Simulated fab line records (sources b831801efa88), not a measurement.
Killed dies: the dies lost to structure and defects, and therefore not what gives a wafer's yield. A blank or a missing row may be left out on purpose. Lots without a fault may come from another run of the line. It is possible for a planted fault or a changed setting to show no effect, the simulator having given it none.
2 desks looking at one fault	flow gf180mcu	each desk has only its own numbers; what lay behind them comes last

== THE METROLOGY DESK ==
Lot by lot, what the gauges showed, no matter which tool ran the lot: averages of those sampled wafers that carry a number. A lot is out of limits, marked OUT, if its mean lies more than 4 standard deviations from the usual mean; the brackets give that distance.
Columns: A = V2_CVD_02_THK at GF_V2_THK_MEAS_03, usual 855 nm
lot	first seen here	A
L650	day 19 04:08	856
L651	day 19 14:12	852
L654	day 21 02:02	862
L655	day 21 16:29	837
L656	day 21 16:50	863
L657	day 23 00:04	846
L661	day 23 20:37	859
L665	day 25 03:02	847
L668	day 25 10:48	862
L669	day 25 17:24	852
L670	day 25 18:30	849
L671	day 26 03:20	857
L673	day 26 18:10	855
This desk found nothing out of limits on any of the 13 lots.

== FOR THE TOOL OWNER'S DESK: rieDiel-03 ==
The tool's own readings at GF_V1_ETCH_16 (etches BARC in N2/H2): means of the sampled wafers that have a number, for each lot that ran on this tool. A lot is out of limits, marked OUT, if its mean lies more than 4 standard deviations from the usual mean; the brackets give that distance.
Columns: A = biasW at GF_V1_ETCH_16, usual 100.00 W; B = drypumpMotorCurrentA at GF_V1_ETCH_16, usual 5.8 A; C = h2FlowSccm at GF_V1_ETCH_16, usual 199.9 sccm; D = oesProductAu at GF_V1_ETCH_16, usual 0.855 a.u.; E = throttleValvePct at GF_V1_ETCH_16, usual 13.226 %
lot	first seen here	A	B	C	D	E
L655	day 20 14:02	99.87	5.5	199.9	0.856	13.232
L656	day 20 14:44	97.05 (-10) OUT	5.4	200.1	0.856	13.221
L657	day 21 21:37	96.60 (-12) OUT	5.5	200.3	0.857	13.227
L668	day 24 10:31	99.93	5.5	200.0	0.857	13.224
This desk finds L656, L657 out of limits, L656 being first, at day 20 14:44 (biasW at GF_V1_ETCH_16). L655, L668: within limits.

== PUT TOGETHER ==
The tool owner's desk could have raised an alarm at day 20 14:44, on L656, L657.
Nothing out of limits was seen by the metrology desk.
The metrology desk holds a record of L656, L657, inside its limits.
The lots listed all ran GF_V1_ETCH_16 on rieDiel-03.

== WHAT HAD BEEN PUT IN BY THE SIMULATOR ==
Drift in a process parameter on rieDiel-03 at GF_V1_ETCH_16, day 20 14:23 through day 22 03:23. Setting biasW, moved by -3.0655, from 100. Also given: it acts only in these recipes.
Shown lots that were struck: L656, L657.
Time in hours from fault onset to the first out-of-limits reading at each desk: the tool owner's desk, 0.
